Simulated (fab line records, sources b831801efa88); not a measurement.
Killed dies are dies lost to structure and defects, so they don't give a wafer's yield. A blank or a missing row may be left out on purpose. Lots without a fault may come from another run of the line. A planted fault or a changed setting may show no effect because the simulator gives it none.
A struck lot beside a sound one | flow sky130 | 34 steps out of a route of 708
Sound: wafers L973.1, L973.4, L973.5. Struck: wafers L979.1, L979.2, L979.6. The cause comes at the end.
At each step with rows: each side's tool, then ch and its chambers, then its first start. Under that, the readings that differ: sound wafers | struck wafers | difference of the means | sigmas: that difference in standard deviations of wafers without a fault.
alike: readings whose means differ by less than 2 such deviations, and words and numbers that are the same on both sides. not compared: withheld readings, readings that some wafer has no value for, bounds like >300 that may hide the same value, and numbers for which the record gives no deviation and whose values overlap.
The two part at a step that has a row with sigmas, a row that says differs or no value, or rows on one side only. Numbers that don't overlap but have no deviation are shown without sigmas and don't part them. A reading that every wafer of one side lacks parts them only if that side has two wafers or more.

first, 9 steps without rows for these wafers: SKY_METAL1_DEHYDRATE_07 (time 60 s); SKY_METAL1_HMDS_08 (prime time 60 s); SKY_METAL1_COAT_09 (resist thk 60 nm); SKY_METAL1_COAT_10 (resist thk 450 nm); SKY_METAL1_SOFTBAKE_11 (time 90 s); SKY_METAL1_EXPOSE_12 (exposes mask MM1, target cd 140 nm); SKY_METAL1_PEB_13; SKY_METAL1_DEVELOP_14 (develop time 60 s); SKY_METAL1_DESCUM_17 (chemistry O2, time 8 s).
SKY_METAL1_ETCH_18: etches BARC in N2/H2, stops on SiO2, time 45.9 s, target depth 60 nm.
  sound on rie_metal-01 ch 0,1, day 37 13:49; struck on rie_metal-01 ch 0,1, day 38 20:33
  alike: drypump_motor_current_A, oes_product_au, throttle_valve_pct
  not compared: rf_hours_counter_h
then, 23 steps without rows for these wafers: SKY_METAL1_METAL_ETCH_19 (etches the open film in Cl2/BCl3, stops on SiO2, target depth 360 nm, time 78 s); SKY_METAL1_STRIP_20 (strips in O2/N2); SKY_METAL1_STRIP_21 (strips in post etch residue remover, time 1200 s); SKY_METAL1_CLEAN_22 (cleans in IPA, time 180 s); SKY_METAL1_CLEAN_23 (cleans in O3/DIW); SKY_VIA1_HDPCVD_00 (deposits SiO2, target thk 1030 nm, time 171.7 s); SKY_VIA1_CMP_02 (polishes SiO2); SKY_VIA1_DEHYDRATE_04 (time 60 s); SKY_VIA1_HMDS_05 (prime time 60 s); SKY_VIA1_COAT_06 (resist thk 60 nm); SKY_VIA1_COAT_07 (resist thk 450 nm); SKY_VIA1_SOFTBAKE_08 (time 90 s); SKY_VIA1_EXPOSE_09 (exposes mask VIM, target cd 150 nm); SKY_VIA1_PEB_10; SKY_VIA1_DEVELOP_11 (develop time 60 s); SKY_VIA1_ETCH_14 (etches BARC in N2/H2, stops on SiO2, time 45.9 s, target depth 60 nm); SKY_VIA1_ETCH_15 (etches SiO2 in C4F8/O2/Ar, stops on TiN, target depth 351 nm, time 54 s); SKY_VIA1_STRIP_16 (strips in O2/N2); SKY_VIA1_STRIP_17 (strips in post etch residue remover, time 1200 s); SKY_VIA1_CLEAN_18 (cleans in IPA, time 180 s); SKY_VIA1_CLEAN_19 (cleans in O3/DIW); SKY_VIA1_SPUTTER_20 (material TiN, target thk 20 nm, time 80 s); SKY_VIA1_CVD_21 (deposits W, target thk 270 nm, time 80.902 s).
-- the record jumps here: 11 days lie between the struck wafers' starts before and after (it left off in module VIA1 and takes up again in module PAD_OPEN, whose first step shown is number 708 of the route) --
SKY_PAD_OPEN_PROBE_99:
  sound on prober-02, day 49 09:34; struck on prober-02, day 50 06:40
  reading                               | sound             | struck                                                                     | difference                   | sigmas
  hold                                  | - - -             | await_dispo/2.3h/release await_dispo/2.3h/release await_dispo/2.3h/release | no value on the sound wafers |
  defect_limited_yield (%)              | 83.1 81.1 81.7    | 69.5 72.2 74.8                                                             | -9.8                         | -5
  killed_at_M0_to_M3                    | 48 49 46          | 108 96 86                                                                  | +49                          | +7
  killed_dies                           | 83 93 90          | 150 137 124                                                                | +48                          | +5
  sort_bin_3_pad_short (%)              | 0.2 1.2 1.4       | 3.3 4.5 1.6                                                                | +2.2                         | +5
  sort_bin_5_function (%)               | 10.4 11.2 10.0    | 17.9 14.4 17.3                                                             | +6.0                         | +4
  sort_n_pass                           | 409 399 402       | 342 355 368                                                                | -48                          | -5
  sort_yield_pct (%)                    | 83.1 81.1 81.7    | 69.5 72.2 74.8                                                             | -9.8                         | -5
  model.etest.tester.sort_n_pass        | 409 399 402       | 342 355 368                                                                | -48                          |
  model.etest.tester.sort_yield_pct (%) | 83.13 81.1 81.71  | 69.51 72.15 74.8                                                           | -9.83                        |
  model.etest.tester.sort_bin_5_pct (%) | 10.37 11.18 9.959 | 17.89 14.43 17.28                                                          | +6.03                        |
  model.etest.tester.sort_bin_3_pct (%) | 0.2033 1.22 1.423 | 3.252 4.472 1.626                                                          | +2.168                       |
  alike: killed_at_M4_up, killed_at_contacts, killed_at_front_end, killed_at_other, killed_open, killed_short, sort_bin_6_memory

WHERE THEY PART
Only at SKY_PAD_OPEN_PROBE_99, within this record.

WHY: what the simulator had put in
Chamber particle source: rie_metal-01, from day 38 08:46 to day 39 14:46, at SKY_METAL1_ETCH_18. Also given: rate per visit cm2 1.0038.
